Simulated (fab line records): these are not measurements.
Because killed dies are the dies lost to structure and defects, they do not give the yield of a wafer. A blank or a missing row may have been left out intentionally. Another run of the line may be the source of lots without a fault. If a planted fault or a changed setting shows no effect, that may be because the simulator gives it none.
The tool behind it: which one? | flow sky130 | 12 lots with 36 wafers sampled at 2 steps, on a route of 708 steps

WHAT THE GAUGES READ, wafer by wafer
SKY_VT_ADJUST_PCH_OVL_MEAS_07.
lot  | measured     | on         | VT_ADJUST_PCH_OVL (nm)
L075 | day 10 13:56 | overlay-01 | 0.6 -0.9 0.1
L077 | day 11 03:27 | overlay-02 | -0.5 0.6 -0.4
L079 | day 12 02:59 | overlay-01 | 1.5 0.4 -0.6
L081 | day 12 19:05 | overlay-02 | 0.3 0.6 2.4
L083 | day 13 12:20 | overlay-02 | 0.8 0.8 1.0
L085 | day 14 01:05 | overlay-02 | -0.4 -0.5 -1.0
L087 | day 14 09:47 | overlay-02 | 2.6 -0.4 2.1
L089 | day 14 23:06 | overlay-01 | 1.7 1.8 1.7
L091 | day 15 16:32 | overlay-02 | -0.2 0.7 -0.2
L093 | day 16 09:05 | overlay-01 | 0.6 2.1 -0.5
L095 | day 17 00:26 | overlay-02 | 0.6 -0.7 -0.9
L097 | day 17 17:20 | overlay-02 | 0.9 1.8 1.1

EACH LOT AND THE TOOL THAT RAN IT (in order: tool; ch and the chambers of the sampled wafers; start)
lot  | SKY_NWELL_STRIP_14
L075 | plasma asher-02 ch 0,1, day 4 16:37
L077 | plasma asher-01 ch 0,1, day 5 04:37
L079 | plasma asher-01 ch 0,1, day 6 00:13
L081 | plasma asher-03 ch 1, day 6 14:04
L083 | plasma asher-02 ch 0,1, day 7 00:19
L085 | plasma asher-02 ch 0,1, day 7 10:19
L087 | plasma asher-01 ch 0,1, day 7 17:28
L089 | plasma asher-01 ch 0,1, day 8 04:15
L091 | plasma asher-02 ch 0,1, day 8 16:13
L093 | plasma asher-01 ch 0,1, day 9 05:34
L095 | plasma asher-01 ch 1, day 9 16:37
L097 | plasma asher-02 ch 0,1, day 10 05:49
- SKY_NWELL_STRIP_14: strips in O2/N2.

THE ANSWER, worked out from the rows above alone
Rule: the usual values come from the lots themselves. The widest of any qualifying gaps counts: lots, ordered by their means at a reading, are off when they make up no more than a third of the lots, leave a main group of 4 or more, and stand apart from it by 3 or more times the standard deviation of that group's means. A main group whose means are all the same, to the digits that the tables above print for the reading, isn't used. Also off: a lot with no number at a reading for which 4 or more lots have one. All remaining lots with rows at the step are treated as sound.
Across all readings shown, no lot is off: no conclusion can be drawn from this.

WHAT HAD BEEN PUT IN BY THE SIMULATOR
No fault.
